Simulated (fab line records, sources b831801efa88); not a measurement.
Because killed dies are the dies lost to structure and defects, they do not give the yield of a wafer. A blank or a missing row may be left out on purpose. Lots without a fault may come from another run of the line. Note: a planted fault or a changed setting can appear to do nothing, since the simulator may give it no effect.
fab line records || flow sky130
[record] {"lots": 6, "wafers": 16, "last-day": 50}
route steps=708 shown METAL1@454 VIA1@458 PAD_OPEN@708
lots with no fault: from the same line, run without faults
start-h: hours from the record's first day to the start of the lot's first wafer shown || wait-h: how many hours have passed since the lot's step before this one || " as in the row above || L1.1+2: a single row standing in for several wafers || - value missing, or start not given || * or withheld: withheld || < > ~ a bound
route shown NAME@n: a module of which the file shows steps, and the number in the route of the first || usual: mean and standard deviation over wafers with no fault || same: alike in all rows || chamber/n: place in a boat || sites: per-site readings || _std_site: standard deviation of those values || _edge_site: mean of outer sites minus mean of inner sites || radius-mm: for every site, how far away it sits from the centre of the wafer || mask NAME#n: copy n || behind: the last tool/chamber to shape the wafer || hold: the reason the lot was held/the length of the hold in hours/how it ended || device: the n, p or np transistor that did not switch || end of line: the same wafers' tests at the end of the route || where a step has no rows: the recipe by itself || killed: at the first sort, the dies lost to defects and structure; wafer yield is something else || map: per-die view of a wafer (x killed, . not killed, _ where there is no die)
set.NAME: the setting that was run; set.NAME@STEP: the one run at that earlier step || model.NAME: the simulator's own value behind a step, which no gauge read
a table for each step, a row for each wafer; lots at some steps of the route
services: from which hour (start-h, from the record's first day; less than 0 if before it) a tool's chamber was out of use, for how many hours, and why
[[steps]]
[step SKY_METAL1_STRIP_20]
[recipe] {"chemistry": "O2/N2", "power-w": 1400, "pressure-mtorr": 1500, "platen-temp-c": "withheld", "o2-flow-sccm": 3000, "n2-flow-sccm": 300, "overash-fraction": 0.5}
[usual] {"drypump-motor-current-A": "5.8/0.47", "oes-product-au": "0.343/0.0049", "strip-time-to-endpoint-s": "2.70/0.032"}
{"lot.wafer": "L707.1", "tool": "plasma-asher-01", "chamber": 1, "start-h": 754.61, "wait-h": 0.1, "drypump-motor-current-A": 5.3, "oes-product-au": 0.345, "rf-hours-counter-h": 67, "strip-time-to-endpoint-s": 2.63}
{"lot.wafer": "L707.4", "tool": "plasma-asher-01", "chamber": 1, "start-h": 754.61, "wait-h": 0.1, "drypump-motor-current-A": 5.3, "oes-product-au": 0.340, "rf-hours-counter-h": "-", "strip-time-to-endpoint-s": 2.70}
{"lot.wafer": "L707.6", "tool": "plasma-asher-01", "chamber": 0, "start-h": 754.61, "wait-h": 0.1, "drypump-motor-current-A": 6.0, "oes-product-au": 0.357, "rf-hours-counter-h": "-", "strip-time-to-endpoint-s": 2.69}
{"lot.wafer": "L709.2", "tool": "plasma-asher-03", "chamber": 0, "start-h": 794.96, "wait-h": 0.1, "drypump-motor-current-A": 6.2, "oes-product-au": 0.344, "rf-hours-counter-h": 5, "strip-time-to-endpoint-s": 2.67}
{"lot.wafer": "L709.3", "tool": "plasma-asher-03", "chamber": 0, "start-h": 794.96, "wait-h": 0.1, "drypump-motor-current-A": 6.2, "oes-product-au": 0.337, "rf-hours-counter-h": "-", "strip-time-to-endpoint-s": 2.66}
{"lot.wafer": "L709.5", "tool": "plasma-asher-03", "chamber": 0, "start-h": 794.96, "wait-h": 0.1, "drypump-motor-current-A": 6.2, "oes-product-au": 0.345, "rf-hours-counter-h": "-", "strip-time-to-endpoint-s": 2.67}
{"lot.wafer": "L720.1", "tool": "plasma-asher-03", "chamber": 1, "start-h": 861.44, "wait-h": 0.1, "drypump-motor-current-A": 5.8, "oes-product-au": 0.343, "rf-hours-counter-h": 10, "strip-time-to-endpoint-s": 2.67}
{"lot.wafer": "L720.3", "tool": "plasma-asher-03", "chamber": 0, "start-h": 861.44, "wait-h": 0.1, "drypump-motor-current-A": 6.1, "oes-product-au": 0.345, "rf-hours-counter-h": "-", "strip-time-to-endpoint-s": 2.67}
{"lot.wafer": "L721.2", "tool": "plasma-asher-03", "chamber": 0, "start-h": 862.28, "wait-h": 0.1, "drypump-motor-current-A": 6.1, "oes-product-au": 0.347, "rf-hours-counter-h": 10, "strip-time-to-endpoint-s": 2.69}
{"lot.wafer": "L721.3", "tool": "plasma-asher-03", "chamber": 0, "start-h": 862.28, "wait-h": 0.1, "drypump-motor-current-A": 6.1, "oes-product-au": 0.349, "rf-hours-counter-h": "-", "strip-time-to-endpoint-s": 2.71}
{"lot.wafer": "L728.1", "tool": "plasma-asher-03", "chamber": 1, "start-h": 918.82, "wait-h": 0.1, "drypump-motor-current-A": 5.8, "oes-product-au": 0.344, "rf-hours-counter-h": 16, "strip-time-to-endpoint-s": 2.69}
{"lot.wafer": "L728.3", "tool": "plasma-asher-03", "chamber": 0, "start-h": 918.82, "wait-h": 0.1, "drypump-motor-current-A": 6.1, "oes-product-au": 0.347, "rf-hours-counter-h": "-", "strip-time-to-endpoint-s": 2.75}
{"lot.wafer": "L728.5", "tool": "plasma-asher-03", "chamber": 1, "start-h": 918.82, "wait-h": 0.1, "drypump-motor-current-A": 5.7, "oes-product-au": 0.345, "rf-hours-counter-h": "-", "strip-time-to-endpoint-s": 2.74}
{"lot.wafer": "L729.1", "tool": "plasma-asher-03", "chamber": 0, "start-h": 919.81, "wait-h": 0.1, "drypump-motor-current-A": 6.1, "oes-product-au": 0.349, "rf-hours-counter-h": 16, "strip-time-to-endpoint-s": 2.70}
{"lot.wafer": "L729.2", "tool": "plasma-asher-03", "chamber": 1, "start-h": 919.81, "wait-h": 0.1, "drypump-motor-current-A": 5.8, "oes-product-au": 0.341, "rf-hours-counter-h": 16, "strip-time-to-endpoint-s": 2.69}
{"lot.wafer": "L729.4", "tool": "plasma-asher-03", "chamber": 0, "start-h": 919.81, "wait-h": 0.1, "drypump-motor-current-A": 6.1, "oes-product-au": 0.336, "rf-hours-counter-h": "-", "strip-time-to-endpoint-s": 2.71}
[step SKY_METAL1_STRIP_21]
[recipe] {"chemistry": "post-etch-residue-remover", "time-s": 1200, "temp-c": 72.5}
[step SKY_METAL1_CLEAN_22]
[recipe] {"chemistry": "IPA", "time-s": 180, "temp-c": 25}
[step SKY_METAL1_CLEAN_23]
[recipe] {"chemistry": "O3/DIW", "dry": "n2-spin"}
[step SKY_VIA1_HDPCVD_00]
[recipe] {"material": "SiO2", "target-thk-nm": 1030, "sigma-open-frac": 0.3, "time-s": 171.7, "temp-c": 400, "sih4-flow-sccm": 60, "pressure-mtorr": 6}
[step SKY_VIA1_THK_MEAS_01]
[recipe] {"reads": "SiO2_of_VIA1_HDPCVD_00"}
[usual] {"VIA1_HDPCVD_THK": "1034/13"}
{"lot.wafer": "L707.1", "tool": "film-metro-04", "chamber": "-", "start-h": 755.35, "wait-h": 0.1, "VIA1_HDPCVD_THK[nm]": 1022}
{"lot.wafer": "L707.4", "tool": "film-metro-04", "chamber": "-", "start-h": 755.35, "wait-h": 0.1, "VIA1_HDPCVD_THK[nm]": 1035}
{"lot.wafer": "L707.6", "tool": "film-metro-04", "chamber": "-", "start-h": 755.35, "wait-h": 0.1, "VIA1_HDPCVD_THK[nm]": 1035}
{"lot.wafer": "L709.2", "tool": "film-metro-01", "chamber": "-", "start-h": 795.67, "wait-h": 0.1, "VIA1_HDPCVD_THK[nm]": 1056}
{"lot.wafer": "L709.3", "tool": "film-metro-01", "chamber": "-", "start-h": 795.67, "wait-h": 0.1, "VIA1_HDPCVD_THK[nm]": 1030}
{"lot.wafer": "L709.5", "tool": "film-metro-01", "chamber": "-", "start-h": 795.67, "wait-h": 0.1, "VIA1_HDPCVD_THK[nm]": 1058}
{"lot.wafer": "L720.1", "tool": "film-metro-03", "chamber": "-", "start-h": 862.15, "wait-h": 0.1, "VIA1_HDPCVD_THK[nm]": 1012}
{"lot.wafer": "L720.3", "tool": "film-metro-03", "chamber": "-", "start-h": 862.15, "wait-h": 0.1, "VIA1_HDPCVD_THK[nm]": 1031}
{"lot.wafer": "L721.2", "tool": "film-metro-01", "chamber": "-", "start-h": 863.38, "wait-h": 0.1, "VIA1_HDPCVD_THK[nm]": 1044}
{"lot.wafer": "L721.3", "tool": "film-metro-01", "chamber": "-", "start-h": 863.38, "wait-h": 0.1, "VIA1_HDPCVD_THK[nm]": 1039}
{"lot.wafer": "L728.1", "tool": "film-metro-01", "chamber": "-", "start-h": 919.92, "wait-h": 0.1, "VIA1_HDPCVD_THK[nm]": 1018}
{"lot.wafer": "L728.3", "tool": "film-metro-01", "chamber": "-", "start-h": 919.92, "wait-h": 0.1, "VIA1_HDPCVD_THK[nm]": 1009}
{"lot.wafer": "L728.5", "tool": "film-metro-01", "chamber": "-", "start-h": 919.92, "wait-h": 0.1, "VIA1_HDPCVD_THK[nm]": 1034}
{"lot.wafer": "L729.1", "tool": "film-metro-04", "chamber": "-", "start-h": 920.67, "wait-h": 0.2, "VIA1_HDPCVD_THK[nm]": 1051}
{"lot.wafer": "L729.2", "tool": "film-metro-04", "chamber": "-", "start-h": 920.67, "wait-h": 0.2, "VIA1_HDPCVD_THK[nm]": 1051}
{"lot.wafer": "L729.4", "tool": "film-metro-04", "chamber": "-", "start-h": 920.67, "wait-h": 0.2, "VIA1_HDPCVD_THK[nm]": 1041}
[step SKY_VIA1_CMP_02]
[recipe] {"material": "SiO2", "down-force-psi": 4, "platen-rpm": 60, "pad-velocity-m-s": 0.94248}
[usual] {"motor-current-A": "11.7/1.4"}
{"lot.wafer": "L707.4", "tool": "cmp-02", "chamber": 3, "start-h": 755.41, "wait-h": 0.0, "motor-current-A": 11.4}
{"lot.wafer": "L707.1", "tool": "cmp-02", "chamber": 2, "start-h": 755.41, "wait-h": 0.0, "motor-current-A": 11.9}
{"lot.wafer": "L707.6", "tool": "cmp-02", "chamber": 0, "start-h": 755.41, "wait-h": 0.0, "motor-current-A": 11.2}
{"lot.wafer": "L709.3", "tool": "cmp-01", "chamber": 2, "start-h": 795.72, "wait-h": 0.0, "motor-current-A": 13.0}
{"lot.wafer": "L709.2", "tool": "cmp-01", "chamber": 0, "start-h": 795.72, "wait-h": 0.0, "motor-current-A": 13.7}
{"lot.wafer": "L709.5", "tool": "cmp-01", "chamber": 2, "start-h": 795.72, "wait-h": 0.0, "motor-current-A": 14.3}
{"lot.wafer": "L720.3", "tool": "cmp-02", "chamber": 2, "start-h": 862.26, "wait-h": 0.1, "motor-current-A": 11.7}
{"lot.wafer": "L720.1", "tool": "cmp-02", "chamber": 0, "start-h": 862.26, "wait-h": 0.1, "motor-current-A": 11.0}
{"lot.wafer": "L721.3", "tool": "cmp-01", "chamber": 1, "start-h": 863.48, "wait-h": 0.1, "motor-current-A": 11.8}
{"lot.wafer": "L721.2", "tool": "cmp-01", "chamber": 3, "start-h": 863.48, "wait-h": 0.1, "motor-current-A": 11.0}
{"lot.wafer": "L728.1", "tool": "cmp-01", "chamber": 2, "start-h": 919.98, "wait-h": 0.1, "motor-current-A": 13.8}
{"lot.wafer": "L728.3", "tool": "cmp-01", "chamber": 1, "start-h": 919.98, "wait-h": 0.1, "motor-current-A": 11.0}
{"lot.wafer": "L728.5", "tool": "cmp-01", "chamber": 3, "start-h": 919.98, "wait-h": 0.1, "motor-current-A": 12.0}
{"lot.wafer": "L729.1", "tool": "cmp-02", "chamber": 1, "start-h": 920.73, "wait-h": 0.1, "motor-current-A": 9.4}
{"lot.wafer": "L729.4", "tool": "cmp-02", "chamber": 2, "start-h": 920.73, "wait-h": 0.1, "motor-current-A": 12.0}
{"lot.wafer": "L729.2", "tool": "cmp-02", "chamber": 0, "start-h": 920.73, "wait-h": 0.1, "motor-current-A": 10.4}
[step SKY_VIA1_BOW_MEAS_03]
[recipe] {"mode": "bow"}
[usual] {"VIA1_BOW": "80/6.9"}
{"lot.wafer": "L707.1", "tool": "film-metro-01", "chamber": "-", "start-h": 755.71, "wait-h": 0.1, "VIA1_BOW[um]": 82}
{"lot.wafer": "L707.4", "tool": "film-metro-01", "chamber": "-", "start-h": 755.71, "wait-h": 0.1, "VIA1_BOW[um]": 72}
{"lot.wafer": "L707.6", "tool": "film-metro-01", "chamber": "-", "start-h": 755.71, "wait-h": 0.1, "VIA1_BOW[um]": 68}
{"lot.wafer": "L709.2", "tool": "film-metro-03", "chamber": "-", "start-h": 796.04, "wait-h": 0.2, "VIA1_BOW[um]": 74}
{"lot.wafer": "L709.3", "tool": "film-metro-03", "chamber": "-", "start-h": 796.04, "wait-h": 0.2, "VIA1_BOW[um]": 89}
{"lot.wafer": "L709.5", "tool": "film-metro-03", "chamber": "-", "start-h": 796.04, "wait-h": 0.2, "VIA1_BOW[um]": 93}
{"lot.wafer": "L720.1", "tool": "film-metro-01", "chamber": "-", "start-h": 862.51, "wait-h": 0.1, "VIA1_BOW[um]": 85}
{"lot.wafer": "L720.3", "tool": "film-metro-01", "chamber": "-", "start-h": 862.51, "wait-h": 0.1, "VIA1_BOW[um]": 77}
{"lot.wafer": "L721.2", "tool": "film-metro-04", "chamber": "-", "start-h": 863.75, "wait-h": 0.1, "VIA1_BOW[um]": 85}
{"lot.wafer": "L721.3", "tool": "film-metro-04", "chamber": "-", "start-h": 863.75, "wait-h": 0.1, "VIA1_BOW[um]": 76}
{"lot.wafer": "L728.1", "tool": "film-metro-04", "chamber": "-", "start-h": 920.28, "wait-h": 0.2, "VIA1_BOW[um]": 82}
{"lot.wafer": "L728.3", "tool": "film-metro-04", "chamber": "-", "start-h": 920.28, "wait-h": 0.2, "VIA1_BOW[um]": 77}
{"lot.wafer": "L728.5", "tool": "film-metro-04", "chamber": "-", "start-h": 920.28, "wait-h": 0.2, "VIA1_BOW[um]": 89}
{"lot.wafer": "L729.1", "tool": "film-metro-01", "chamber": "-", "start-h": 921.03, "wait-h": 0.2, "VIA1_BOW[um]": 92}
{"lot.wafer": "L729.2", "tool": "film-metro-01", "chamber": "-", "start-h": 921.03, "wait-h": 0.2, "VIA1_BOW[um]": 75}
{"lot.wafer": "L729.4", "tool": "film-metro-01", "chamber": "-", "start-h": 921.03, "wait-h": 0.2, "VIA1_BOW[um]": 91}
[step SKY_VIA1_DEHYDRATE_04]
[recipe] {"temp-c": 200, "time-s": 60}
[step SKY_VIA1_HMDS_05]
[recipe] {"prime-time-s": 60, "prime-temp-c": 120}
[step SKY_VIA1_COAT_06]
[recipe] {"resist": "BARC", "temp-c": "withheld", "time-s": "withheld", "spin-rpm": 3000, "resist-thk-nm": 60}
[step SKY_VIA1_COAT_07]
[recipe] {"resist": "KrF-thick", "spin-rpm": 3000, "resist-thk-nm": 450}
[step SKY_VIA1_SOFTBAKE_08]
[recipe] {"temp-c": 100, "time-s": 90, "resist": "KrF-thick"}
[usual] {"heater-power-total-W": "57.37/0.11", "run-length-s": "119.20/0.16"}
{"lot.wafer": "L707.1", "tool": "litho-track-04", "chamber": 0, "start-h": 768, "wait-h": "-", "heater-power-total-W": 57.27, "run-length-s": 119.02}
{"lot.wafer": "L707.4", "tool": "litho-track-04", "chamber": 0, "start-h": 768, "wait-h": "-", "heater-power-total-W": 57.43, "run-length-s": 119.00}
{"lot.wafer": "L707.6", "tool": "litho-track-04", "chamber": 0, "start-h": 768, "wait-h": "-", "heater-power-total-W": 57.23, "run-length-s": 119.24}
{"lot.wafer": "L709.2", "tool": "litho-track-01", "chamber": 0, "start-h": 809, "wait-h": "-", "heater-power-total-W": 57.51, "run-length-s": 119.19}
{"lot.wafer": "L709.3", "tool": "litho-track-01", "chamber": 0, "start-h": 810, "wait-h": "-", "heater-power-total-W": 57.39, "run-length-s": 119.04}
{"lot.wafer": "L709.5", "tool": "litho-track-01", "chamber": 0, "start-h": 810, "wait-h": "-", "heater-power-total-W": 57.44, "run-length-s": 119.13}
{"lot.wafer": "L720.1", "tool": "litho-track-01", "chamber": 0, "start-h": 873, "wait-h": "-", "heater-power-total-W": 59.03, "run-length-s": 110.85}
{"lot.wafer": "L720.3", "tool": "litho-track-01", "chamber": 0, "start-h": 873, "wait-h": "-", "heater-power-total-W": 57.28, "run-length-s": 119.14}
{"lot.wafer": "L721.2", "tool": "litho-track-01", "chamber": 0, "start-h": 875, "wait-h": "-", "heater-power-total-W": 59.14, "run-length-s": 111.02}
{"lot.wafer": "L721.3", "tool": "litho-track-01", "chamber": 0, "start-h": 875, "wait-h": "-", "heater-power-total-W": 57.30, "run-length-s": 119.04}
{"lot.wafer": "L728.1", "tool": "litho-track-03", "chamber": 0, "start-h": 931, "wait-h": "-", "heater-power-total-W": 57.54, "run-length-s": 119.39}
{"lot.wafer": "L728.3", "tool": "litho-track-03", "chamber": 0, "start-h": 931, "wait-h": "-", "heater-power-total-W": 57.37, "run-length-s": 119.28}
{"lot.wafer": "L728.5", "tool": "litho-track-03", "chamber": 0, "start-h": 931, "wait-h": "-", "heater-power-total-W": 57.32, "run-length-s": 119.45}
{"lot.wafer": "L729.1", "tool": "litho-track-04", "chamber": 0, "start-h": 933, "wait-h": "-", "heater-power-total-W": 57.26, "run-length-s": 119.23}
{"lot.wafer": "L729.2", "tool": "litho-track-04", "chamber": 0, "start-h": 933, "wait-h": "-", "heater-power-total-W": 57.44, "run-length-s": 119.04}
{"lot.wafer": "L729.4", "tool": "litho-track-04", "chamber": 0, "start-h": 933, "wait-h": "-", "heater-power-total-W": 57.52, "run-length-s": 119.33}
[step SKY_VIA1_EXPOSE_09]
[recipe] {"mask-id": "VIM", "na": 0.8, "source-shape": "annular", "sigma-inner": 0.55, "sigma-outer": 0.85, "target-cd-nm": 150, "dose-mj": 38}
[step SKY_PAD_OPEN_PROBE_99]
[usual] {"defect-limited-yield": "82.2/1.8", "killed_at_M0_to_M3": "42/6.1", "killed_at_M4_up": "3.3/1.7", "killed-at-contacts": "25/5.4", "killed-at-front-end": "16/4.6", "killed-at-other": "0.4/0.55", "killed-dies": "87/8.8", "killed-open": "47/7.1", "killed-short": "40/5.8", "sort_bin_3_pad_short": "0.9/0.45", "sort_bin_5_function": "10.7/1.4", "sort_bin_6_memory": "6.2/1.2", "sort-n-pass": "405/8.8", "sort-yield-pct": "82.2/1.8"}
[same] {"gross-dies": 492, "killed-at-back-side": 0, "sort_bin_4_leakage[%]": 0, "sort_bin_8_speed[%]": 0}
{"lot.wafer": "L707.4", "tool": "prober-02", "chamber": "-", "start-h": 1067.39, "wait-h": 0.2, "defect-limited-yield[%]": 83.1, "killed_at_M0_to_M3": 41, "killed_at_M4_up": 4, "killed-at-contacts": 20, "killed-at-front-end": 18, "killed-at-other": 0, "killed-dies": 83, "killed-open": 46, "killed-short": 37, "sort_bin_3_pad_short[%]": 0.4, "sort_bin_5_function[%]": 12.6, "sort_bin_6_memory[%]": 3.9, "sort-n-pass": 409, "sort-yield-pct[%]": 83.1}
{"lot.wafer": "L707.6", "tool": "prober-02", "chamber": "-", "start-h": 1067.49, "wait-h": 0.2, "defect-limited-yield[%]": 82.5, "killed_at_M0_to_M3": 54, "killed_at_M4_up": 0, "killed-at-contacts": 25, "killed-at-front-end": 6, "killed-at-other": 1, "killed-dies": 86, "killed-open": 51, "killed-short": 35, "sort_bin_3_pad_short[%]": 0.8, "sort_bin_5_function[%]": 10.0, "sort_bin_6_memory[%]": 6.7, "sort-n-pass": 406, "sort-yield-pct[%]": 82.5}
{"lot.wafer": "L720.3", "tool": "prober-01", "chamber": "-", "start-h": 1142.39, "wait-h": 0.2, "defect-limited-yield[%]": 83.5, "killed_at_M0_to_M3": 41, "killed_at_M4_up": 6, "killed-at-contacts": 30, "killed-at-front-end": 4, "killed-at-other": 0, "killed-dies": 81, "killed-open": 49, "killed-short": 32, "sort_bin_3_pad_short[%]": 0.8, "sort_bin_5_function[%]": 10.0, "sort_bin_6_memory[%]": 5.7, "sort-n-pass": 411, "sort-yield-pct[%]": 83.5}
{"lot.wafer": "L728.1", "tool": "prober-01", "chamber": "-", "start-h": 1188.45, "wait-h": 0.1, "defect-limited-yield[%]": 80.5, "killed_at_M0_to_M3": 45, "killed_at_M4_up": 4, "killed-at-contacts": 28, "killed-at-front-end": 19, "killed-at-other": 0, "killed-dies": 96, "killed-open": 53, "killed-short": 43, "sort_bin_3_pad_short[%]": 1.4, "sort_bin_5_function[%]": 10.8, "sort_bin_6_memory[%]": 7.3, "sort-n-pass": 396, "sort-yield-pct[%]": 80.5}
{"lot.wafer": "L728.3", "tool": "prober-01", "chamber": "-", "start-h": 1188.55, "wait-h": 0.2, "defect-limited-yield[%]": 82.9, "killed_at_M0_to_M3": 40, "killed_at_M4_up": 2, "killed-at-contacts": 29, "killed-at-front-end": 13, "killed-at-other": 0, "killed-dies": 84, "killed-open": 48, "killed-short": 36, "sort_bin_3_pad_short[%]": 0.6, "sort_bin_5_function[%]": 10.8, "sort_bin_6_memory[%]": 5.7, "sort-n-pass": 408, "sort-yield-pct[%]": 82.9}
{"lot.wafer": "L728.5", "tool": "prober-01", "chamber": "-", "start-h": 1188.65, "wait-h": 0.2, "defect-limited-yield[%]": 83.7, "killed_at_M0_to_M3": 38, "killed_at_M4_up": 6, "killed-at-contacts": 26, "killed-at-front-end": 9, "killed-at-other": 1, "killed-dies": 80, "killed-open": 40, "killed-short": 40, "sort_bin_3_pad_short[%]": 0.2, "sort_bin_5_function[%]": 9.3, "sort_bin_6_memory[%]": 6.7, "sort-n-pass": 412, "sort-yield-pct[%]": 83.7}
{"lot.wafer": "L729.1", "tool": "prober-02", "chamber": "-", "start-h": 1189.95, "wait-h": 0.1, "defect-limited-yield[%]": 83.7, "killed_at_M0_to_M3": 42, "killed_at_M4_up": 2, "killed-at-contacts": 22, "killed-at-front-end": 13, "killed-at-other": 1, "killed-dies": 80, "killed-open": 39, "killed-short": 41, "sort_bin_3_pad_short[%]": 0.8, "sort_bin_5_function[%]": 8.9, "sort_bin_6_memory[%]": 6.5, "sort-n-pass": 412, "sort-yield-pct[%]": 83.7}
{"lot.wafer": "L729.2", "tool": "prober-02", "chamber": "-", "start-h": 1190.00, "wait-h": 0.1, "defect-limited-yield[%]": 80.5, "killed_at_M0_to_M3": 47, "killed_at_M4_up": 1, "killed-at-contacts": 29, "killed-at-front-end": 18, "killed-at-other": 1, "killed-dies": 96, "killed-open": 59, "killed-short": 36, "sort_bin_3_pad_short[%]": 1.4, "sort_bin_5_function[%]": 12.6, "sort_bin_6_memory[%]": 5.5, "sort-n-pass": 396, "sort-yield-pct[%]": 80.5}
{"lot.wafer": "L729.4", "tool": "prober-02", "chamber": "-", "start-h": 1190.10, "wait-h": 0.2, "defect-limited-yield[%]": 85.0, "killed_at_M0_to_M3": 41, "killed_at_M4_up": 2, "killed-at-contacts": 18, "killed-at-front-end": 13, "killed-at-other": 0, "killed-dies": 74, "killed-open": 39, "killed-short": 35, "sort_bin_3_pad_short[%]": 0.8, "sort_bin_5_function[%]": 9.8, "sort_bin_6_memory[%]": 4.5, "sort-n-pass": 418, "sort-yield-pct[%]": 85.0}
// killed by level:class
L707.4 VIA1:geometric-particle:open=10 VIA1:geometric-particle:short=9 VIA3:geometric-particle:open=7 LI_CONTACT:geometric-particle:open=6 SPACER:geometric-particle:open=6 LOCAL_INTERCONNECT:geometric-particle:short=5 METAL1:geometric-particle:short=5 CONTACT:geometric-particle:open=5
L707.6 VIA1:geometric-particle:open=18 LI_CONTACT:geometric-particle:open=8 CONTACT:geometric-particle:open=8 METAL3:geometric-particle:short=6 VIA3:geometric-particle:open=6 VIA1:geometric-particle:short=5 VIA2:geometric-particle:open=5 VIA2:geometric-particle:short=4
L720.3 VIA1:geometric-particle:open=11 LI_CONTACT:geometric-particle:open=9 VIA3:geometric-particle:open=7 LOCAL_INTERCONNECT:geometric-particle:short=6 CONTACT:geometric-particle:open=6 METAL1:geometric-particle:short=6 LI_CONTACT:geometric-particle:short=4 METAL2:geometric-particle:short=4
L728.1 CONTACT:geometric-particle:open=9 VIA3:geometric-particle:open=9 VIA1:geometric-particle:open=8 LOCAL_INTERCONNECT:geometric-particle:short=7 METAL1:geometric-particle:short=6 POLY_GATE:geometric-particle:open=6 VIA2:geometric-particle:open=6 LI_CONTACT:geometric-particle:open=5
L728.3 CONTACT:geometric-particle:open=13 VIA1:geometric-particle:open=11 LI_CONTACT:geometric-particle:open=6 VIA3:geometric-particle:open=6 CONTACT:geometric-particle:short=5 METAL1:geometric-particle:short=5 VIA2:geometric-particle:open=4 LOCAL_INTERCONNECT:geometric-particle:short=3
L728.5 VIA1:geometric-particle:open=9 CONTACT:geometric-particle:open=8 VIA1:geometric-particle:short=8 VIA2:geometric-particle:open=8 LI_CONTACT:geometric-particle:open=5 CONTACT:geometric-particle:short=5 METAL4:geometric-particle:short=5 LOCAL_INTERCONNECT:geometric-particle:short=4
L729.1 CONTACT:geometric-particle:open=9 FIELD_ISO:geometric-particle:open=6 LI_CONTACT:geometric-particle:open=6 METAL1:geometric-particle:short=6 CONTACT:geometric-particle:short=5 METAL2:geometric-particle:short=5 VIA1:geometric-particle:short=5 VIA1:geometric-particle:open=5
L729.2 VIA2:geometric-particle:open=14 CONTACT:geometric-particle:open=10 FIELD_ISO:geometric-particle:open=9 LI_CONTACT:geometric-particle:open=8 VIA1:geometric-particle:open=7 METAL1:geometric-particle:short=7 CONTACT:geometric-particle:short=6 VIA3:geometric-particle:open=6
L729.4 VIA1:geometric-particle:open=9 METAL1:geometric-particle:short=7 CONTACT:geometric-particle:open=7 LOCAL_INTERCONNECT:geometric-particle:short=5 VIA2:geometric-particle:open=5 FIELD_ISO:geometric-particle:open=4 METAL2:geometric-particle:short=4 SPACER:geometric-particle:open=3
[[services]]
{"tool": "plasma-asher-03", "chamber": "-", "start-h": 733.75, "hours": 9.0, "kind": "pm"}
{"tool": "plasma-asher-03", "chamber": 0, "start-h": 733.75, "hours": 9.0, "kind": "vent-cycle"}
{"tool": "plasma-asher-03", "chamber": 1, "start-h": 733.75, "hours": 9.0, "kind": "vent-cycle"}
{"tool": "cmp-01", "chamber": "-", "start-h": 739.46, "hours": 2.1, "kind": "repair"}
{"tool": "plasma-asher-03", "chamber": 0, "start-h": 742.75, "hours": "-", "kind": "clean"}
{"tool": "plasma-asher-03", "chamber": 1, "start-h": 742.75, "hours": "-", "kind": "clean"}
{"tool": "cmp-01", "chamber": "-", "start-h": 748.47, "hours": 4.0, "kind": "pm"}
{"tool": "cmp-01", "chamber": "-", "start-h": 752.47, "hours": "-", "kind": "consumable-replace:conditioner"}
{"tool": "cmp-01", "chamber": "-", "start-h": 752.47, "hours": "-", "kind": "consumable-replace:pad"}
{"tool": "plasma-asher-03", "chamber": "-", "start-h": 762.16, "hours": 1.0, "kind": "repair"}
{"tool": "cmp-01", "chamber": "-", "start-h": 797.47, "hours": 6.1, "kind": "pm"}
{"tool": "cmp-01", "chamber": "-", "start-h": 803.60, "hours": 4.8, "kind": "pm"}
{"tool": "cmp-02", "chamber": "-", "start-h": 803.77, "hours": 0.6, "kind": "repair"}
{"tool": "cmp-01", "chamber": "-", "start-h": 804.68, "hours": 4.7, "kind": "repair"}
{"tool": "plasma-asher-03", "chamber": "-", "start-h": 813.58, "hours": 10.0, "kind": "pm"}
{"tool": "cmp-01", "chamber": "-", "start-h": 844.00, "hours": 0.2, "kind": "repair"}
{"tool": "cmp-02", "chamber": "-", "start-h": 849.99, "hours": 1.4, "kind": "repair"}
{"tool": "cmp-02", "chamber": "-", "start-h": 855.26, "hours": 1.8, "kind": "repair"}
{"tool": "plasma-asher-01", "chamber": "-", "start-h": 867.36, "hours": 0.5, "kind": "repair"}
{"tool": "cmp-02", "chamber": "-", "start-h": 877.77, "hours": 1.3, "kind": "repair"}
{"tool": "plasma-asher-01", "chamber": "-", "start-h": 887.87, "hours": 1.1, "kind": "repair"}
{"tool": "cmp-02", "chamber": "-", "start-h": 912.00, "hours": 4.0, "kind": "pm"}
{"tool": "cmp-02", "chamber": "-", "start-h": 916.00, "hours": "-", "kind": "consumable-replace:conditioner"}
{"tool": "plasma-asher-03", "chamber": "-", "start-h": 925.20, "hours": 2.8, "kind": "pm"}
[[key]]
[first-sign] {"step": "SKY_VIA1_SOFTBAKE_08", "reading": "run-length-s", "direction": "down", "sigmas": 52, "usual": "*", "struck": "*"}
[effect] {"step": "SKY_VIA1_SOFTBAKE_08", "reading": "heater-power-total-W", "direction": "up", "sigmas": 15, "usual": "*", "struck": "*"}
met-at SKY_VIA1_SOFTBAKE_08
struck-wafers L720.1,L721.2
onset-between 809 873
[fault] {"kind": "process-parameter-drift", "tool": "litho-track-01", "chamber": "-", "onset-h": 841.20, "steps": "SKY_VIA1_SOFTBAKE_08", "channel": "time-s", "offset": "*", "shape": "step", "end-h": 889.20, "scope": "struck-wafers-only", "acts-in": "*", "stated": "*"}
